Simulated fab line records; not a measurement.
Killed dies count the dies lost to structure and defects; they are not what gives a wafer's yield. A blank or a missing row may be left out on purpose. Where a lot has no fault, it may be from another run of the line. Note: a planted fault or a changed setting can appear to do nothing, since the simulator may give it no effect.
What tool caused it?    flow gf180mcu    72 wafers from 24 lots sampled at 6 of the route's 602 steps

WHAT THE GAUGES SHOWED, per wafer
GF_V3_OVL_MEAS_15.
lot   measured      on          V3_OVL (nm)
L074  day 22 17:39  overlay-01  1 9 -1
L076  day 23 05:17  overlay-01  10 3 4
L077  day 23 08:14  overlay-01  7 3 2
L075  day 23 10:53  overlay-02  5 6 14
L078  day 24 02:08  overlay-01  -5 2 2
L079  day 24 05:35  overlay-01  1 7 -2
L082  day 24 21:02  overlay-02  -3 -1 1
L080  day 24 22:23  overlay-01  4 4 7
L081  day 24 22:03  overlay-02  0 -4 -6
L083  day 25 12:08  overlay-01  -6 -5 -8
L084  day 26 00:44  overlay-02  1 -2 -2
L085  day 26 02:47  overlay-02  -7 -6 -3
L086  day 26 15:23  overlay-01  11 12 15
L087  day 27 00:45  overlay-01  1 5 -4
L088  day 27 08:17  overlay-01  1 9 4
L089  day 27 09:50  overlay-02  1 2 -4
L090  day 27 22:03  overlay-02  5 4 6
L091  day 28 05:06  overlay-01  3 3 4
L092  day 28 07:20  overlay-02  4 6 2
L093  day 28 16:29  overlay-02  0 1 5
L094  day 28 22:59  overlay-01  6 0 3
L095  day 29 01:23  overlay-02  -2 -3 9
L096  day 29 09:38  overlay-01  11 5 7
L097  day 29 14:02  overlay-02  4 3 2

WHICH TOOL RAN EACH LOT (tool, then ch and the chambers of the sampled wafers, then the start)
lot   GF_M1_SPUTTER_04              GF_V1_ETCH_17                                  GF_M2_STRIP_17                        GF_M3_SPUTTER_00              GF_M3_SPUTTER_02
L074  pvd-sputter-03, day 16 12:22  rie-diel-01 ch 0,3, day 19 14:19 or earlier    plasma-asher-02 ch 0,1, day 19 14:19  pvd-sputter-01, day 20 17:47  pvd-sputter-01, day 20 17:55
L076  pvd-sputter-01, day 16 23:00  rie-diel-02 ch 0,2,3, day 20 02:19 or earlier  plasma-asher-04 ch 0,1, day 20 02:19  pvd-sputter-01, day 21 05:13  pvd-sputter-01, day 21 05:20
L077  pvd-sputter-01, day 17 02:42  rie-diel-02 ch 1,3, day 20 04:52 or earlier    plasma-asher-04 ch 1, day 20 04:52    pvd-sputter-03, day 21 07:47  pvd-sputter-03, day 21 07:55
L075  pvd-sputter-03, day 17 04:48  rie-diel-01 ch 0,2,3, day 20 07:39 or earlier  plasma-asher-03 ch 0,1, day 20 07:39  pvd-sputter-04, day 21 11:18  pvd-sputter-04, day 21 11:26
L078  pvd-sputter-03, day 17 21:51  rie-diel-03 ch 0,2,3, day 21 01:00 or earlier  plasma-asher-04 ch 1, day 21 01:00    pvd-sputter-04, day 22 03:22  pvd-sputter-04, day 22 03:29
L079  pvd-sputter-01, day 18 01:55  rie-diel-03 ch 2,3, day 21 05:25 or earlier    plasma-asher-03 ch 0,1, day 21 05:25  pvd-sputter-04, day 22 06:48  pvd-sputter-04, day 22 06:56
L082  pvd-sputter-03, day 18 15:44  rie-diel-01 ch 0,1,3, day 21 20:59 or earlier  plasma-asher-04 ch 0,1, day 21 20:59  pvd-sputter-03, day 22 23:25  pvd-sputter-03, day 22 23:33
L080  pvd-sputter-01, day 18 18:06  rie-diel-02 ch 0,1,2, day 21 22:54 or earlier  plasma-asher-02 ch 0,1, day 21 22:54  pvd-sputter-04, day 23 00:46  pvd-sputter-04, day 23 00:53
L081  pvd-sputter-01, day 18 19:13  rie-diel-03 ch 1,2, day 21 22:56 or earlier    plasma-asher-04 ch 0,1, day 21 22:56  pvd-sputter-03, day 23 00:44  pvd-sputter-03, day 23 00:52
L083  pvd-sputter-03, day 19 11:19  rie-diel-02 ch 0,1,2, day 22 14:21 or earlier  plasma-asher-02 ch 0,1, day 22 14:21  pvd-sputter-01, day 23 16:08  pvd-sputter-01, day 23 16:16
L084  pvd-sputter-04, day 20 01:40  rie-diel-03 ch 2,3, day 23 04:26 or earlier    plasma-asher-02 ch 0,1, day 23 04:26  pvd-sputter-04, day 24 05:02  pvd-sputter-04, day 24 05:10
L085  pvd-sputter-03, day 20 01:55  rie-diel-01 ch 0,1,2, day 23 05:06 or earlier  plasma-asher-04 ch 0,1, day 23 05:06  pvd-sputter-04, day 24 06:37  pvd-sputter-04, day 24 06:45
L086  pvd-sputter-04, day 20 17:47  rie-diel-01 ch 1,2,3, day 23 18:27 or earlier  plasma-asher-02 ch 0,1, day 23 18:27  pvd-sputter-01, day 24 19:29  pvd-sputter-01, day 24 19:37
L087  pvd-sputter-04, day 21 06:14  rie-diel-03 ch 2,3, day 24 05:13 or earlier    plasma-asher-02 ch 0,1, day 24 05:13  pvd-sputter-01, day 25 06:07  pvd-sputter-01, day 25 06:15
L088  pvd-sputter-01, day 21 15:43  rie-diel-02 ch 1,2,3, day 24 14:42 or earlier  plasma-asher-03 ch 0,1, day 24 14:42  pvd-sputter-01, day 25 14:07  pvd-sputter-01, day 25 14:14
L089  pvd-sputter-01, day 21 17:29  rie-diel-03 ch 1,3, day 24 15:33 or earlier    plasma-asher-03 ch 0,1, day 24 15:33  pvd-sputter-04, day 25 14:26  pvd-sputter-04, day 25 14:34
L090  pvd-sputter-01, day 22 05:52  rie-diel-02 ch 1,2,3, day 25 03:18 or earlier  plasma-asher-03 ch 0,1, day 25 03:18  pvd-sputter-01, day 26 03:04  pvd-sputter-01, day 26 03:12
L091  pvd-sputter-03, day 22 12:40  rie-diel-01 ch 1,2,3, day 25 10:49 or earlier  plasma-asher-03 ch 0,1, day 25 10:49  pvd-sputter-04, day 26 10:48  pvd-sputter-04, day 26 10:56
L092  pvd-sputter-03, day 22 17:14  rie-diel-01 ch 0,1,3, day 25 14:35 or earlier  plasma-asher-02 ch 0,1, day 25 14:35  pvd-sputter-04, day 26 13:56  pvd-sputter-04, day 26 14:04
L093  pvd-sputter-01, day 23 02:42  rie-diel-02 ch 0,3, day 25 23:22 or earlier    plasma-asher-02 ch 0,1, day 25 23:22  pvd-sputter-01, day 26 22:24  pvd-sputter-01, day 26 22:32
L094  pvd-sputter-01, day 23 12:06  rie-diel-02 ch 0,1,2, day 26 06:58 or earlier  plasma-asher-02 ch 0,1, day 26 06:58  pvd-sputter-04, day 27 06:02  pvd-sputter-04, day 27 06:10
L095  pvd-sputter-04, day 23 14:23  rie-diel-01 ch 0,2,3, day 26 09:28 or earlier  plasma-asher-04 ch 0,1, day 26 09:28  pvd-sputter-04, day 27 07:37  pvd-sputter-04, day 27 07:45
L096  pvd-sputter-01, day 23 22:12  rie-diel-03 ch 0,2,3, day 26 17:40 or earlier  plasma-asher-03 ch 0,1, day 26 17:40  pvd-sputter-03, day 27 16:31  pvd-sputter-03, day 27 16:39
L097  pvd-sputter-01, day 24 04:32  rie-diel-02 ch 0,2,3, day 26 22:38 or earlier  plasma-asher-02 ch 0,1, day 26 22:38  pvd-sputter-04, day 27 21:20  pvd-sputter-04, day 27 21:28
- GF_M1_SPUTTER_04: material TiN, target thk 50 nm, time 41.7 s.
- GF_V1_ETCH_17: etches SiO2 in C4F8/O2/Ar, stops on TiN, target depth 630 nm.
- GF_M2_STRIP_17: strips in O2/N2.
- GF_M3_SPUTTER_00: material Ti, target thk 37.5 nm, time 150 s.
- GF_M3_SPUTTER_02: material AlCu, target thk 450 nm, time 23.9 s.

AS READ BY THE TOOLS THEMSELVES (means over the sampled wafers that have a number; for cases with no such wafer, the mark the record gives instead)
GF_M1_SPUTTER_04.
lot   tool            throttle-valve-pct (%)
L074  pvd-sputter-03  31.2
L076  pvd-sputter-01  30.0
L077  pvd-sputter-01  30.9
L075  pvd-sputter-03  30.8
L078  pvd-sputter-03  30.6
L079  pvd-sputter-01  30.0
L082  pvd-sputter-03  30.8
L080  pvd-sputter-01  30.2
L081  pvd-sputter-01  29.9
L083  pvd-sputter-03  31.1
L084  pvd-sputter-04  28.9
L085  pvd-sputter-03  31.2
L086  pvd-sputter-04  28.8
L087  pvd-sputter-04  29.5
L088  pvd-sputter-01  29.9
L089  pvd-sputter-01  30.2
L090  pvd-sputter-01  29.9
L091  pvd-sputter-03  31.4
L092  pvd-sputter-03  30.8
L093  pvd-sputter-01  30.6
L094  pvd-sputter-01  30.1
L095  pvd-sputter-04  28.7
L096  pvd-sputter-01  30.6
L097  pvd-sputter-01  30.9

GF_V1_ETCH_17.
lot   tool         oes-product-au (a.u.)
L074  rie-diel-01  0.856
L076  rie-diel-02  0.852
L077  rie-diel-02  0.858
L075  rie-diel-01  0.853
L078  rie-diel-03  0.858
L079  rie-diel-03  0.852
L082  rie-diel-01  0.853
L080  rie-diel-02  0.856
L081  rie-diel-03  0.854
L083  rie-diel-02  0.858
L084  rie-diel-03  0.856
L085  rie-diel-01  0.859
L086  rie-diel-01  0.856
L087  rie-diel-03  0.857
L088  rie-diel-02  0.851
L089  rie-diel-03  0.860
L090  rie-diel-02  0.857
L091  rie-diel-01  0.851
L092  rie-diel-01  0.855
L093  rie-diel-02  0.854
L094  rie-diel-02  0.855
L095  rie-diel-01  0.861
L096  rie-diel-03  0.857
L097  rie-diel-02  0.852

GF_M2_STRIP_17.
lot   tool             drypump-motor-current-A (A)  heater-power-w (W)  oes-product-au (a.u.)  strip-time-to-endpoint-s (s)
L074  plasma-asher-02  5.6                          319                 0.538                  7.42
L076  plasma-asher-04  5.6                          338                 0.541                  7.40
L077  plasma-asher-04  6.1                          361                 0.533                  7.31
L075  plasma-asher-03  5.9                          295                 0.540                  7.42
L078  plasma-asher-04  6.1                          375                 0.538                  7.33
L079  plasma-asher-03  5.9                          293                 0.534                  7.33
L082  plasma-asher-04  5.8                          356                 0.543                  7.42
L080  plasma-asher-02  5.3                          313                 0.534                  7.38
L081  plasma-asher-04  5.6                          334                 0.538                  7.41
L083  plasma-asher-02  5.6                          320                 0.537                  7.34
L084  plasma-asher-02  5.3                          310                 0.538                  7.39
L085  plasma-asher-04  5.6                          336                 0.533                  7.41
L086  plasma-asher-02  5.6                          319                 0.533                  7.30
L087  plasma-asher-02  5.6                          323                 0.539                  7.40
L088  plasma-asher-03  6.2                          297                 0.534                  7.37
L089  plasma-asher-03  5.9                          297                 0.538                  7.43
L090  plasma-asher-03  6.3                          296                 0.547                  7.45
L091  plasma-asher-03  5.9                          296                 0.539                  7.34
L092  plasma-asher-02  5.3                          310                 0.537                  7.36
L093  plasma-asher-02  5.3                          313                 0.535                  7.39
L094  plasma-asher-02  5.6                          318                 0.541                  7.35
L095  plasma-asher-04  5.8                          353                 0.535                  7.39
L096  plasma-asher-03  6.2                          297                 0.538                  7.38
L097  plasma-asher-02  5.6                          322                 0.542                  7.40

GF_M3_SPUTTER_00.
lot   tool            throttle-valve-pct (%)
L074  pvd-sputter-01  31.0
L076  pvd-sputter-01  30.0
L077  pvd-sputter-03  30.6
L075  pvd-sputter-04  29.6
L078  pvd-sputter-04  29.3
L079  pvd-sputter-04  28.8
L082  pvd-sputter-03  30.9
L080  pvd-sputter-04  28.6
L081  pvd-sputter-03  31.3
L083  pvd-sputter-01  30.1
L084  pvd-sputter-04  29.3
L085  pvd-sputter-04  29.2
L086  pvd-sputter-01  31.1
L087  pvd-sputter-01  30.9
L088  pvd-sputter-01  30.1
L089  pvd-sputter-04  29.6
L090  pvd-sputter-01  30.0
L091  pvd-sputter-04  28.1
L092  pvd-sputter-04  30.1
L093  pvd-sputter-01  30.5
L094  pvd-sputter-04  29.6
L095  pvd-sputter-04  30.4
L096  pvd-sputter-03  30.9
L097  pvd-sputter-04  29.1

GF_M3_SPUTTER_02.
lot   tool            throttle-valve-pct (%)
L074  pvd-sputter-01  30.8
L076  pvd-sputter-01  30.2
L077  pvd-sputter-03  30.7
L075  pvd-sputter-04  29.4
L078  pvd-sputter-04  29.4
L079  pvd-sputter-04  28.7
L082  pvd-sputter-03  31.0
L080  pvd-sputter-04  28.8
L081  pvd-sputter-03  31.2
L083  pvd-sputter-01  30.0
L084  pvd-sputter-04  29.6
L085  pvd-sputter-04  29.0
L086  pvd-sputter-01  30.9
L087  pvd-sputter-01  30.6
L088  pvd-sputter-01  30.1
L089  pvd-sputter-04  29.7
L090  pvd-sputter-01  30.2
L091  pvd-sputter-04  28.0
L092  pvd-sputter-04  30.0
L093  pvd-sputter-01  30.6
L094  pvd-sputter-04  29.5
L095  pvd-sputter-04  30.4
L096  pvd-sputter-03  30.9
L097  pvd-sputter-04  29.1

THE ANSWER, worked out from the rows above alone
Rule: the usual values come from the lots themselves. The widest of any qualifying gaps counts: lots, ordered by their means at a reading, are off when they make up no more than a third of the lots, leave a main group of 4 or more, and stand apart from it by 3 or more times the standard deviation of that group's means. Not used: any main group whose means are identical at the precision the tables above print for the reading. Also off: a lot with no number at a reading for which 4 or more lots have one. The other lots that the step has rows for count as sound. First the gauges in route order, then the tools' own readings, where a lot's mean is used as printed above. The first step at which some lot is off is used, and at that step the reading that is off furthest; a lot without a number counts as furthest.
Nothing can be told from this: no lot is off at any reading shown.

WHAT THE SIMULATOR HAD PUT IN
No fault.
